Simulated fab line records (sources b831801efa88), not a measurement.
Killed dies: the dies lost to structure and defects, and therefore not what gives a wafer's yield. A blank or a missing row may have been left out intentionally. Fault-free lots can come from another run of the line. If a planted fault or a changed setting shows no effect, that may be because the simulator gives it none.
fab line records	flow sky130
record: lots: 11	wafers: 33	lastDay: 50
route steps=708 shown VIA2@521 METAL3@533 CAPM@539 PAD_OPEN@708
lots that met no fault: taken from a fault-free run of the same line
startH: start of the lot's first displayed wafer, in hours after the record's first day	waitH: hours since the lot's step before	" as in the row above	L1.1+2: a single row standing in for several wafers	- either no value or no given start	* or withheld: withheld	< > ~ a bound
route shown NAME@n: names a module that has steps shown in the file, with the first one's number in the route	usual: average and standard deviation across the fault-free wafers	same: alike in all rows	chamber/n: place in a boat	sites: readings site by site	_std_site: standard deviation across them	_edge_site: outer sites' mean less inner sites'	radiusMm: how far each site lies from the wafer's centre	mask NAME#n: copy n	behind: the most recent tool/chamber to have shaped the wafer	hold: why the lot was held/for how many hours/how that ended	device: names the non-switching transistor (n, p or np)	end of line: tests run on the same wafers once the route is complete	step lacking rows: just its recipe	killed: at the first sort, the dies lost to defects and structure; wafer yield is something else	map: a wafer's dies, x killed, . not, _ none there
set.NAME: the setting the step ran with; set.NAME@STEP: the setting that earlier step ran with	model.NAME: the simulator's own value behind a step, which no gauge read
a sample of lots followed through the steps of the route, with each step as a table and each wafer as a row
services: when a tool's chamber went out of use (startH, in hours from the record's first day, below 0 if earlier), for how many hours, and the reason
== steps ==
step: SKY_VIA2_ETCH_14
recipe: chemistry: N2/H2	target: BARC	ionEnergyEv: 200	sourceW: 500	biasW: 100	pressureMtorr: 30	n2FlowSccm: 100	h2FlowSccm: 200	stopOn: SiO2	timeS: 45.9	targetDepthA: 600
usual: drypumpMotorCurrentA: 5.8/0.5	oesProductAu: 0.854/0.005	throttleValvePct: 13.225/0.0086
lot.wafer	tool	chamber	startH	waitH	drypumpMotorCurrentA	oesProductAu	rfHoursCounterH	throttleValvePct
L326.1	rieDiel-03	3	850.68	0.0	6.6	0.855	4	13.222
L326.2	"	2	"	"	5.4	0.845	8	13.230
L326.6	"	0	"	"	5.8	0.854	-	13.223
L327.1	rieDiel-02	2	859.94	0.0	5.1	0.846	11	13.223
L327.2	"	1	"	"	5.5	0.851	14	13.215
L327.6	"	1	"	"	5.5	0.842	-	13.223
L328.1	rieDiel-03	1	867.68	0.0	6.1	0.864	10	13.240
L328.3	"	3	"	"	6.6	0.860	4	13.237
L328.4	"	2	"	"	5.4	0.855	8	13.228
L331.1	rieDiel-02	0	898.28	0.0	5.9	0.847	4	13.228
L331.3	"	2	"	"	5.1	0.851	13	13.207
L331.6	"	2	"	"	5.1	0.857	-	13.226
L333.2	rieDiel-01	0	901.29	0.0	5.9	0.864	6	13.220
L333.3	"	2	"	"	5.0	0.849	29	13.231
L333.4	"	1	"	"	5.4	0.854	10	13.209
L334.1	rieDiel-03	0	930.98	0.0	5.8	0.853	15	13.229
L334.2	"	3	"	"	6.6	0.852	6	13.236
L334.5	"	3	"	"	6.6	0.847	-	13.227
L339.1	rieDiel-01	1	963.18	0.0	5.4	0.852	12	13.222
L339.2	"	3	"	"	6.3	0.852	27	13.221
L339.6	"	1	"	"	5.4	0.842	-	13.217
L344.1	rieDiel-03	0	983.59	0.0	5.8	0.859	16	13.216
L344.5	"	1	"	"	6.1	0.858	-	13.225
L344.6	"	0	"	"	5.8	0.855	-	13.227
L345.4	rieDiel-02	3	991.14	0.0	5.5	0.842	3	13.212
L345.5	"	2	"	"	5.0	0.862	-	13.242
L345.6	"	1	"	"	5.5	0.862	-	13.238
L346.3	rieDiel-01	1	996.23	0.0	5.4	0.852	13	13.227
L346.4	"	0	"	"	5.9	0.857	9	13.222
L346.6	"	2	"	"	5.0	0.861	-	13.210
L349.1	rieDiel-03	0	1013.48	0.0	5.8	0.863	17	13.239
L349.2	"	1	"	"	6.1	0.853	14	13.219
L349.6	"	1	"	"	6.1	0.844	-	13.232
step: SKY_METAL3_SPUTTER_01
recipe: material: TiN	targetThkNm: 20	powerW: 6500	timeS: 16.7	chamberPressurePa: 0.4
usual: throttleValvePct: 30.0/0.65
lot.wafer	tool	chamber	startH	waitH	throttleValvePct
L326.1	pvdSputter-03	-	852.18	0.0	30.8
L326.2	"	-	"	"	29.5
L326.6	"	-	"	"	30.4
L327.1	pvdSputter-03	-	861.72	0.0	30.0
L327.2	"	-	"	"	30.7
L327.6	"	-	"	"	30.7
L328.1	pvdSputter-03	-	869.20	0.0	29.5
L328.3	"	-	"	"	30.1
L328.4	"	-	"	"	30.3
L331.1	pvdSputter-03	-	899.68	0.0	29.9
L331.3	"	-	"	"	29.5
L331.6	"	-	"	"	30.1
L333.2	pvdSputter-01	-	902.68	0.0	30.8
L333.3	"	-	"	"	29.9
L333.4	"	-	"	"	28.9
L334.1	pvdSputter-01	-	932.38	0.0	29.4
L334.2	"	-	"	"	29.3
L334.5	"	-	"	"	30.9
L339.1	pvdSputter-01	-	964.57	0.0	29.7
L339.2	"	-	"	"	29.7
L339.6	"	-	"	"	29.2
L344.1	pvdSputter-03	-	985.05	0.0	30.4
L344.5	"	-	"	"	30.5
L344.6	"	-	"	"	30.4
L345.4	pvdSputter-02	-	992.94	0.0	30.4
L345.5	"	-	"	"	29.9
L345.6	"	-	"	"	30.5
L346.3	pvdSputter-02	-	998.09	0.0	29.2
L346.4	"	-	"	"	30.5
L346.6	"	-	"	"	29.8
L349.1	pvdSputter-01	-	1014.88	0.0	29.8
L349.2	"	-	"	"	29.7
L349.6	"	-	"	"	29.8
step: SKY_METAL3_SPUTTER_04
recipe: material: TiN	targetThkNm: 70	powerW: 6500	timeS: 58.3	chamberPressurePa: 0.4
usual: throttleValvePct: 30.0/0.66
lot.wafer	tool	chamber	startH	waitH	throttleValvePct
L326.1	pvdSputter-03	-	852.27	0.0	30.8
L326.2	"	-	"	"	29.2
L326.6	"	-	"	"	30.7
L327.1	pvdSputter-03	-	861.80	0.0	30.1
L327.2	"	-	"	"	30.7
L327.6	"	-	"	"	30.8
L328.1	pvdSputter-03	-	869.28	0.0	29.3
L328.3	"	-	"	"	30.3
L328.4	"	-	"	"	30.4
L331.1	pvdSputter-03	-	899.77	0.0	30.3
L331.3	"	-	"	"	29.5
L331.6	"	-	"	"	30.6
L333.2	pvdSputter-01	-	902.77	0.0	31.1
L333.3	"	-	"	"	29.8
L333.4	"	-	"	"	29.1
L334.1	pvdSputter-01	-	932.47	0.0	29.8
L334.2	"	-	"	"	29.7
L334.5	"	-	"	"	31.1
L339.1	pvdSputter-01	-	964.66	0.0	29.4
L339.2	"	-	"	"	29.6
L339.6	"	-	"	"	29.1
L344.1	pvdSputter-03	-	985.13	0.0	30.3
L344.5	"	-	"	"	30.4
L344.6	"	-	"	"	30.7
L345.4	pvdSputter-02	-	993.02	0.0	30.4
L345.5	"	-	"	"	30.3
L345.6	"	-	"	"	30.5
L346.3	pvdSputter-02	-	998.17	0.0	29.3
L346.4	"	-	"	"	30.5
L346.6	"	-	"	"	29.8
L349.1	pvdSputter-01	-	1014.96	0.0	29.7
L349.2	"	-	"	"	29.5
L349.6	"	-	"	"	29.8
step: SKY_CAPM_SPUTTER_02
recipe: material: TiN	targetThkNm: 200	tempC: 300	powerW: 6500	timeS: 166.7	chamberPressurePa: 0.4
usual: throttleValvePct: 29.4/0.64
lot.wafer	tool	chamber	startH	waitH	throttleValvePct
L326.1	pvdSputter-04	-	852.40	0.1	29.4
L326.2	"	-	"	"	29.4
L326.6	"	-	"	"	29.3
L327.1	pvdSputter-04	-	861.93	0.1	28.9
L327.2	"	-	"	"	29.5
L327.6	"	-	"	"	29.5
L328.1	pvdSputter-04	-	869.41	0.1	28.6
L328.3	"	-	"	"	29.8
L328.4	"	-	"	"	29.2
L331.1	pvdSputter-04	-	899.90	0.1	29.2
L331.3	"	-	"	"	29.6
L331.6	"	-	"	"	28.5
L333.2	pvdSputter-04	-	902.90	0.0	29.4
L333.3	"	-	"	"	29.1
L333.4	"	-	"	"	29.5
L334.1	pvdSputter-04	-	932.60	0.1	29.4
L334.2	"	-	"	"	29.6
L334.5	"	-	"	"	29.6
L339.1	pvdSputter-03	-	964.79	0.1	30.7
L339.2	"	-	"	"	30.8
L339.6	"	-	"	"	29.4
L344.1	pvdSputter-04	-	985.26	0.1	29.6
L344.5	"	-	"	"	28.8
L344.6	"	-	"	"	29.6
L345.4	pvdSputter-01	-	993.15	0.0	29.2
L345.5	"	-	"	"	29.5
L345.6	"	-	"	"	28.8
L346.3	pvdSputter-01	-	998.30	0.0	29.0
L346.4	"	-	"	"	29.8
L346.6	"	-	"	"	31.1
L349.1	pvdSputter-03	-	1015.09	0.1	30.1
L349.2	"	-	"	"	29.5
L349.6	"	-	"	"	29.5
step: SKY_CAPM_RS_MEAS_03
recipe: thkMeasGauge: four-point-probe	reads: TiN_of_CAPM_SPUTTER_02
usual: CAPM_TIN_RS: 6.92/0.075
lot.wafer	tool	chamber	startH	waitH	CAPM_TIN_RS[ohm/sq]
L326.1	filmMetro-03	-	852.51	0.1	6.88
L326.2	"	-	"	"	6.93
L326.6	"	-	"	"	6.96
L327.1	filmMetro-02	-	862.04	0.1	7.04
L327.2	"	-	"	"	6.95
L327.6	"	-	"	"	6.90
L328.1	filmMetro-01	-	869.52	0.1	7.05
L328.3	"	-	"	"	6.97
L328.4	"	-	"	"	7.07
L331.1	filmMetro-03	-	900.01	0.1	6.95
L331.3	"	-	"	"	6.85
L331.6	"	-	"	"	6.97
L333.2	filmMetro-03	-	903.03	0.1	6.82
L333.3	"	-	"	"	6.91
L333.4	"	-	"	"	6.84
L334.1	filmMetro-03	-	932.71	0.1	6.86
L334.2	"	-	"	"	6.90
L334.5	"	-	"	"	6.82
L339.1	filmMetro-03	-	964.90	0.1	6.89
L339.2	"	-	"	"	6.85
L339.6	"	-	"	"	6.88
L344.1	filmMetro-03	-	985.37	0.1	6.72
L344.5	"	-	"	"	6.72
L344.6	"	-	"	"	6.64
L345.4	filmMetro-01	-	993.32	0.1	6.98
L345.5	"	-	"	"	6.80
L345.6	"	-	"	"	6.92
L346.3	filmMetro-03	-	998.45	0.1	6.87
L346.4	"	-	"	"	6.73
L346.6	"	-	"	"	6.85
L349.1	filmMetro-03	-	1015.20	0.1	6.90
L349.2	"	-	"	"	6.90
L349.6	"	-	"	"	6.87
step: SKY_CAPM_THK_MEAS_04
recipe: thkMeasGauge: xrf	reads: TiN_of_CAPM_SPUTTER_02
usual: CAPM_TIN_THK: 197.1/2.3
lot.wafer	tool	chamber	startH	waitH	CAPM_TIN_THK[nm]
L326.1	filmMetro-03	-	852.63	0.1	197.8
L326.2	"	-	"	"	197.1
L326.6	"	-	"	"	196.1
L327.1	filmMetro-02	-	862.16	0.1	193.9
L327.2	"	-	"	"	196.4
L327.6	"	-	"	"	198.1
L328.1	filmMetro-01	-	869.64	0.1	192.2
L328.3	"	-	"	"	195.9
L328.4	"	-	"	"	192.1
L331.1	filmMetro-03	-	900.13	0.1	195.8
L331.3	"	-	"	"	198.9
L331.6	"	-	"	"	195.2
L333.2	filmMetro-03	-	903.14	0.1	199.8
L333.3	"	-	"	"	197.1
L333.4	"	-	"	"	200.1
L334.1	filmMetro-03	-	932.83	0.1	199.6
L334.2	"	-	"	"	197.8
L334.5	"	-	"	"	200.2
L339.1	filmMetro-03	-	965.02	0.1	196.9
L339.2	"	-	"	"	199.2
L339.6	"	-	"	"	198.1
L344.1	filmMetro-03	-	985.49	0.1	202.9
L344.5	"	-	"	"	203.1
L344.6	"	-	"	"	204.4
L345.4	filmMetro-01	-	993.41	0.1	196.8
L345.5	"	-	"	"	201.4
L345.6	"	-	"	"	198.5
L346.3	filmMetro-03	-	998.55	0.1	199.1
L346.4	"	-	"	"	203.3
L346.6	"	-	"	"	199.4
L349.1	filmMetro-03	-	1015.32	0.1	197.9
L349.2	"	-	"	"	198.0
L349.6	"	-	"	"	199.0
step: SKY_PAD_OPEN_PROBE_99
usual: defectLimitedYield: 82.3/2.1	killed_at_M0_to_M3: 44/7.3	killed_at_M4_up: 3.3/1.8	killedAtContacts: 24/5.3	killedAtFrontEnd: 16/5	killedAtOther: 0.2/0.51	killedDies: 87/10	killedOpen: 47/7.5	killedShort: 40/6.3	sort_bin_3_pad_short: 0.9/0.41	sort_bin_5_function: 10.5/1.6	sort_bin_6_memory: 6.3/1.2	sortNPass: 405/10	sortYieldPct: 82.3/2.1
same: grossDies: 492	killedAtBackSide: 0	sort_bin_4_leakage[%]: 0	sort_bin_8_speed[%]: 0
lot.wafer	tool	chamber	startH	waitH	defectLimitedYield[%]	killed_at_M0_to_M3	killed_at_M4_up	killedAtContacts	killedAtFrontEnd	killedAtOther	killedDies	killedOpen	killedShort	sort_bin_3_pad_short[%]	sort_bin_5_function[%]	sort_bin_6_memory[%]	sortNPass	sortYieldPct[%]
L326.1	prober-02	-	1080.17	0.1	82.5	40	3	22	21	0	86	51	35	1.2	11.2	5.1	406	82.5
L326.2	prober-02	-	1080.22	0.1	82.5	41	3	22	20	0	86	46	40	1.8	10.8	4.9	406	82.5
L326.6	prober-02	-	1080.42	0.2	82.7	40	6	24	15	0	85	52	33	0.4	11.4	5.5	407	82.7
L334.1	prober-02	-	1142.20	0.1	81.9	43	1	30	15	0	89	47	42	0.6	12.6	4.9	403	81.9
L334.2	prober-02	-	1142.25	0.1	80.9	54	3	24	13	0	94	42	52	0.6	11.8	6.7	398	80.9
L334.5	prober-02	-	1142.40	0.2	85.2	42	0	19	12	0	73	41	32	1.0	9.6	4.3	419	85.2
L339.1	prober-01	-	1166.36	0.1	77.6	54	1	30	25	0	110	64	46	1.8	11.8	8.7	382	77.6
L339.2	prober-01	-	1166.41	0.1	80.5	47	0	28	21	0	96	56	40	1.0	12.2	6.3	396	80.5
L339.6	prober-01	-	1166.61	0.2	80.1	45	5	27	21	0	98	54	44	1.2	12.2	6.5	394	80.1
killed by level:class
L326.1 VIA1:geometricParticle:open=10 VIA3:geometricParticle:open=8 FIELD_ISO:geometricParticle:short=7 LI_CONTACT:geometricParticle:open=7 CONTACT:geometricParticle:open=7 FIELD_ISO:geometricParticle:open=6 METAL1:geometricParticle:short=5 POLY_GATE:geometricParticle:open=4
L326.2 LI_CONTACT:geometricParticle:open=9 VIA2:geometricParticle:open=8 FIELD_ISO:geometricParticle:short=7 VIA1:geometricParticle:open=7 VIA3:geometricParticle:open=7 FIELD_ISO:geometricParticle:open=6 CONTACT:geometricParticle:short=5 CONTACT:geometricParticle:open=5
L326.6 CONTACT:geometricParticle:open=11 VIA2:geometricParticle:open=10 LI_CONTACT:geometricParticle:open=7 VIA1:geometricParticle:open=7 FIELD_ISO:geometricParticle:short=5 FIELD_ISO:geometricParticle:open=5 METAL1:geometricParticle:short=5 VIA3:geometricParticle:open=5
L334.1 CONTACT:geometricParticle:open=11 VIA1:geometricParticle:open=9 LI_CONTACT:geometricParticle:open=7 METAL2:geometricParticle:short=7 VIA1:geometricParticle:short=7 VIA2:geometricParticle:open=6 CONTACT:geometricParticle:short=6 FIELD_ISO:geometricParticle:short=5
L334.2 VIA1:geometricParticle:open=13 CONTACT:geometricParticle:open=8 VIA1:geometricParticle:short=8 METAL2:geometricParticle:short=8 METAL1:geometricParticle:short=6 VIA3:geometricParticle:open=6 FIELD_ISO:geometricParticle:short=5 POLY_GATE:geometricParticle:short=4
L334.5 VIA1:geometricParticle:open=8 VIA2:geometricParticle:open=8 VIA3:geometricParticle:open=8 CONTACT:geometricParticle:open=7 CONTACT:geometricParticle:short=6 POLY_GATE:geometricParticle:short=5 METAL2:geometricParticle:short=4 POLY_GATE:geometricParticle:open=4
L339.1 CONTACT:geometricParticle:open=13 VIA1:geometricParticle:open=13 VIA2:geometricParticle:open=9 VIA3:geometricParticle:open=9 FIELD_ISO:geometricParticle:open=7 METAL2:geometricParticle:short=7 LI_CONTACT:geometricParticle:open=6 VIA1:geometricParticle:short=5
L339.2 CONTACT:geometricParticle:open=11 LI_CONTACT:geometricParticle:open=10 VIA1:geometricParticle:open=10 METAL2:geometricParticle:short=9 VIA3:geometricParticle:open=8 FIELD_ISO:geometricParticle:short=6 FIELD_ISO:geometricParticle:open=6 VIA2:geometricParticle:open=6
L339.6 LI_CONTACT:geometricParticle:open=9 VIA1:geometricParticle:open=9 CONTACT:geometricParticle:short=7 VIA2:geometricParticle:open=7 FIELD_ISO:geometricParticle:short=6 METAL2:geometricParticle:short=6 VIA3:geometricParticle:open=6 POLY_GATE:geometricParticle:open=5
== services ==
tool	chamber	startH	hours	kind
pvdSputter-02	-	831.49	20.7	repair
rieDiel-03	1	840.54	5.0	repair
pvdSputter-02	0	859.44	-	consumableReplace:kit
rieDiel-01	0	873.29	3.9	repair
pvdSputter-02	-	885.51	20.8	repair
pvdSputter-03	-	907.85	36.5	repair
rieDiel-01	-	912.95	0.8	repair
pvdSputter-04	0	916.84	-	consumableReplace:kit
pvdSputter-04	0	916.84	18.0	scheduledDown
pvdSputter-04	0	916.84	18.0	ventCycle
pvdSputter-01	1	933.69	-	consumableReplace:kit
pvdSputter-01	1	933.69	18.0	scheduledDown
pvdSputter-01	1	933.69	18.0	ventCycle
rieDiel-03	3	936.06	7.0	repair
rieDiel-03	1	940.08	5.1	repair
pvdSputter-03	2	950.96	-	consumableReplace:kit
pvdSputter-03	2	950.96	18.0	scheduledDown
pvdSputter-03	2	950.96	18.0	ventCycle
rieDiel-01	2	952.14	4.3	repair
rieDiel-03	0	955.09	2.4	repair
rieDiel-03	-	959.11	0.3	repair
rieDiel-02	-	962.46	2.8	pm
rieDiel-02	2	992.94	3.8	repair
pvdSputter-01	-	996.94	1.3	repair
== key ==
firstSign: step: SKY_CAPM_RS_MEAS_03	reading: CAPM_TIN_RS	direction: down	sigmas: 3	usual: 6.92	struck: 6.69
effect: step: SKY_CAPM_THK_MEAS_04	reading: CAPM_TIN_THK	direction: up	sigmas: 2.8	usual: 197.1	struck: 203.5
metAt SKY_CAPM_SPUTTER_02
struckLots L344
notActingAt SKY_VIA2_ETCH_14,SKY_METAL3_SPUTTER_01,SKY_METAL3_SPUTTER_04
onsetBetween 932.60 985.26
fault: kind: processParameterDrift	tool: pvdSputter-04	chamber: -	onsetH: 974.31	steps: SKY_CAPM_SPUTTER_02	channel: timeS	offset: *	shape: step	endH: 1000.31	actsIn: *	stated: *
